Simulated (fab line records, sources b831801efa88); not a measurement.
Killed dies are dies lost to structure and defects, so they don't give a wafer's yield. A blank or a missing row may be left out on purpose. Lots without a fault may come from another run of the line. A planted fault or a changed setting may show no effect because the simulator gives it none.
Which tool did it? | flow sky130 | 6 lots, 18 wafers sampled, at 2 steps of a route of 708

WHAT THE GAUGES READ, wafer by wafer
SKY_NWELL_RS_MEAS_31: measures by four-point-probe.
lot  | measured     | on            | PWDE_RS (ohm/sq)
L704 | day 5 17:34  | film_metro-02 | 5367 5353 5349
L706 | day 6 01:59  | film_metro-04 | 5365 5353 5368
L708 | day 6 15:36  | film_metro-03 | 5359 5348 5353
L715 | day 8 05:34  | film_metro-04 | 5387 5347 5382
L723 | day 10 08:10 | film_metro-03 | 5369 5339 5347
L725 | day 11 00:52 | film_metro-04 | 5365 5374 5359

WHICH TOOL RAN EACH LOT (tool, then ch and the chambers of the sampled wafers, then the start)
lot  | SKY_NWELL_RTA_28
L704 | rtp_anneal-01 ch 0, day 5 17:13
L706 | rtp_anneal-01 ch 0, day 6 01:38
L708 | rtp_anneal-01 ch 0, day 6 15:16
L715 | rtp_anneal-01 ch 0, day 8 05:13
L723 | rtp_anneal-02 ch 0, day 10 07:49
L725 | rtp_anneal-02 ch 0, day 11 00:32
- SKY_NWELL_RTA_28: time 30 s.

THE ANSWER, worked out from the rows above alone
Rule: what is usual is taken from the lots themselves. Put in order of their means at a reading, lots are off if they are a third of the lots or fewer, leave a main group of 4 or more, and stand apart from it by a gap of 3 or more times the standard deviation of the main group's means; of several such gaps the widest counts. A main group whose means are all the same, to the digits that the tables above print for the reading, isn't used. A lot without any number at a reading at which 4 lots or more have one is off too. The other lots that the step has rows for count as sound.
No lot is off at any reading shown: from this, nothing can be told.

WHAT THE SIMULATOR HAD PUT IN
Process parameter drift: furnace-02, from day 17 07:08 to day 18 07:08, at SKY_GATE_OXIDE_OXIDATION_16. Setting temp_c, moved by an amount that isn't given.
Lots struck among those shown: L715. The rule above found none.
